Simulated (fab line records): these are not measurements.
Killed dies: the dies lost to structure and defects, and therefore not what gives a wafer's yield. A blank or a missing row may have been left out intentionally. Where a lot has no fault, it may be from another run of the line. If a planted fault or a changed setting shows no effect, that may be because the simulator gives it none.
Which of the tools did it?    flow gf180mcu    Sampling: 15 lots, 45 wafers, 2 of 602 route steps

## WHAT THE GAUGES SHOWED, per wafer
GF_V5_THK_MEAS_03. Usual: V5_CVD_02_THK 1447 nm, standard deviation 19.
lot   measured      on             V5_CVD_02_THK (nm)  flag
L143  day 26 10:28  film_metro-02  1438 1468 1450      
L144  day 26 22:50  film_metro-04  1452 1429 1457      
L145  day 27 03:11  film_metro-01  1445 1448 1476      
L146  day 27 12:31  film_metro-04  1426 1439 1453      
L147  day 27 18:50  film_metro-02  1475 1458 1479      
L149  day 28 08:45  film_metro-02  1416 1460 1456      
L150  day 29 00:31  film_metro-01  1459 1484 1486      
L151  day 29 03:28  film_metro-01  1476 1448 1456      
L152  day 29 11:39  film_metro-02  1456 1457 1479      
L153  day 29 13:53  film_metro-02  1444 1446 1448      
L158  day 31 01:38  film_metro-04  1446 1468 1457      
L162  day 32 03:51  film_metro-04  1474 1470 1459      
L163  day 32 06:58  film_metro-02  1417 1465 1444      
L165  day 32 18:05  film_metro-04  1435 1454 1430      
L166  day 33 01:43  film_metro-04  1438 1458 1475      

## TOOL THAT RAN EACH LOT (tool first, then ch and the chambers of the sampled wafers, then the start)
lot   GF_MIM_STRIP_20
L143  plasma_asher-01 ch 0,1, day 25 11:35
L144  plasma_asher-04 ch 0,1, day 26 00:29
L145  plasma_asher-01 ch 0,1, day 26 04:41
L146  plasma_asher-03 ch 0,1, day 26 13:55
L147  plasma_asher-01 ch 0,1, day 26 21:13
L149  plasma_asher-03 ch 0,1, day 27 11:13
L150  plasma_asher-03 ch 0,1, day 28 03:59
L151  plasma_asher-01 ch 0,1, day 28 06:46
L152  plasma_asher-01 ch 0,1, day 28 15:34
L153  plasma_asher-04 ch 0, day 28 18:06
L158  plasma_asher-03 ch 0,1, day 30 06:18
L162  plasma_asher-01 ch 0,1, day 31 09:22
L163  plasma_asher-03 ch 0,1, day 31 12:23
L165  plasma_asher-01 ch 0,1, day 31 23:48
L166  plasma_asher-03 ch 0,1, day 32 07:30
- GF_MIM_STRIP_20: strips in O2/N2.

## AS READ BY THE TOOLS THEMSELVES (means over the sampled wafers that have a number; for cases with no such wafer, the mark the record gives instead)
GF_MIM_STRIP_20. Usual: drypump_motor_current_A 5.75 A, standard deviation 0.19; heater_power_w 342 W, standard deviation 14; oes_product_au 0.692 a.u., standard deviation 0.0048; platen_temp_c 249.98 C, standard deviation 0.19; strip_time_to_endpoint_s 11.22 s, standard deviation 0.043.
lot   tool             drypump_motor_current_A (A)  heater_power_w (W)  oes_product_au (a.u.)  platen_temp_c (C)  strip_time_to_endpoint_s (s)  flag
L143  plasma_asher-01  5.84                         338                 0.695                  249.97             11.24                         
L144  plasma_asher-04  5.66                         361                 0.691                  249.77             11.22                         
L145  plasma_asher-01  5.72                         337                 0.692                  250.10             11.27                         
L146  plasma_asher-03  5.68                         329                 0.693                  249.89             11.29                         
L147  plasma_asher-01  5.73                         338                 0.693                  249.78             11.24                         
L149  plasma_asher-03  5.75                         344                 0.688                  250.04             11.24                         
L150  plasma_asher-03  5.70                         331                 0.691                  250.11             11.18                         
L151  plasma_asher-01  5.74                         341                 0.689                  249.99             11.13                         
L152  plasma_asher-01  5.86                         338                 0.688                  249.85             11.18                         
L153  plasma_asher-04  5.95                         359                 0.693                  250.00             11.24                         
L158  plasma_asher-03  5.74                         341                 0.696                  250.08             11.26                         
L162  plasma_asher-01  5.74                         337                 0.689                  250.09             11.15                         
L163  plasma_asher-03  5.68                         332                 0.696                  249.91             11.26                         
L165  plasma_asher-01  5.87                         330                 0.691                  249.86             11.22                         
L166  plasma_asher-03  5.78                         336                 0.692                  249.89             11.21                         

## THE ANSWER, worked out from the rows above alone
Rule: take the mean of a lot's wafers that have a number; if it is more than 3 standard deviations from the usual mean, the lot is off. A lot without any number at a reading at which 4 lots or more have one is off too. Any other lot the step has rows for is counted as sound. First the gauges in route order, then the tools' own readings, where a lot's mean is used as printed above. At the first step where some lot is off, the reading lying furthest off is the one used; lots without a number count as furthest.
No lot is off on any of the readings shown, so nothing can be concluded from this.

## WHAT WAS PUT IN BY THE SIMULATOR
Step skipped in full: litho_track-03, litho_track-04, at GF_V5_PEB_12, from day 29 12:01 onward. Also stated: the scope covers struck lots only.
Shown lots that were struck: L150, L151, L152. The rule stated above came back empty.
